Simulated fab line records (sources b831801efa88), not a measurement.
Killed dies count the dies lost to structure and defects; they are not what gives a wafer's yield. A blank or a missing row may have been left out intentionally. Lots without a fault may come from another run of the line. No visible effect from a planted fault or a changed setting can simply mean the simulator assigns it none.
Comparing a struck lot with a sound one :: flow sky130 :: 15 steps out of a route of 708
Sound: the wafers L630.2, L630.5, L630.6. Struck: wafers L643.2, L643.6 (left out: L643.3, a lot-mate that was not struck); the cause follows at the end.
At each step with rows: each side's tool, then ch and its chambers, then its first start. Under that, the readings that differ: sound wafers :: struck wafers :: difference of the means :: sigmas: that difference in standard deviations of wafers without a fault.
alike: same words and numbers on both sides, and readings whose means sit less than 2 such deviations apart. not compared: any withheld reading, any reading some wafer has no value for, any bound like >300 that may hide the same value, and any number with overlapping values for which the record gives no deviation.
The two part at a step that has a row with sigmas, a row that says differs or no value, or rows on one side only. Numbers that have no deviation but don't overlap get no sigmas and don't part them. A reading that every wafer of one side lacks parts them only if that side has two wafers or more.

SKY_VIA1_OVL_MEAS_13:
  sound: overlay-02 at day 34 01:16; struck: overlay-01 at day 38 07:27
  alike: VIA1_OVL
SKY_VIA1_ETCH_14: etches BARC in N2/H2, stops on SiO2, time 45.9 s, target depth 60 nm.
  sound on rie-diel-04 ch 0,1,2, day 34 01:17; struck on rie-diel-04 ch 1,2, day 38 07:29
  alike: bias-w, drypump-motor-current-A, oes-product-au, throttle-valve-pct
  not compared: rf-hours-counter-h
SKY_VIA1_ETCH_15: etches SiO2 in C4F8/O2/Ar, stops on TiN, target depth 351 nm, time 54 s.
  sound on rie-diel-04 ch 0,1,2, day 34 01:20; struck on rie-diel-04 ch 1,2, day 38 07:31
  alike: bias-w, oes-product-au
  not compared: rf-hours-counter-h
then, 4 steps without rows for these wafers: SKY_VIA1_STRIP_16 (strips in O2/N2); SKY_VIA1_STRIP_17 (strips in post etch residue remover, time 1200 s); SKY_VIA1_CLEAN_18 (cleans in IPA, time 180 s); SKY_VIA1_CLEAN_19 (cleans in O3/DIW).
SKY_VIA1_SPUTTER_20: material TiN, target thk 20 nm, time 80 s.
  sound: pvd-sputter-02 at day 34 01:58; struck: pvd-sputter-01 at day 38 08:10
  alike: throttle-valve-pct
SKY_VIA1_CVD_21: deposits W, target thk 270 nm, time 80.902 s.
  sound on cvd-w-02 ch 0,1, day 34 02:02; struck on cvd-w-02 ch 1, day 38 08:13
  alike: heater-power-w
SKY_VIA1_RS_MEAS_22: uses a four-point probe to measure.
  sound: film-metro-02 at day 34 02:08; struck: film-metro-02 at day 38 08:20
  alike: VIA1_W_RS
SKY_VIA1_THK_MEAS_23: measures by xrf.
  sound: film-metro-02 at day 34 02:15; struck: film-metro-02 at day 38 08:26
  alike: VIA1_W_THK
then, 1 step without rows for these wafers: SKY_VIA1_CMP_24 (polishes, stops on SiO2, t overpolish 15 s, target thk 0 nm).
SKY_METAL2_SPUTTER_00: material Ti, target thk 15 nm, time 10 s.
  sound: pvd-sputter-04 at day 34 02:36; struck: pvd-sputter-01 at day 38 08:47
reading: model.Ti_of_METAL2_SPUTTER_00.thk-nm (nm)
sound: 15.32 15.25 15.3
struck: 16.28 16.45
difference: +1.08
sigmas: 
  alike: throttle-valve-pct
SKY_METAL2_SPUTTER_01: material TiN, target thk 20 nm, time 16.7 s.
  sound: pvd-sputter-04 at day 34 02:37; struck: pvd-sputter-01 at day 38 08:49
  alike: throttle-valve-pct
after that, 1 step had no rows for these wafers: SKY_PAD_OPEN_PROBE_99.

WHERE THEY PART
Nowhere in this record.

WHY: what had been put in by the simulator
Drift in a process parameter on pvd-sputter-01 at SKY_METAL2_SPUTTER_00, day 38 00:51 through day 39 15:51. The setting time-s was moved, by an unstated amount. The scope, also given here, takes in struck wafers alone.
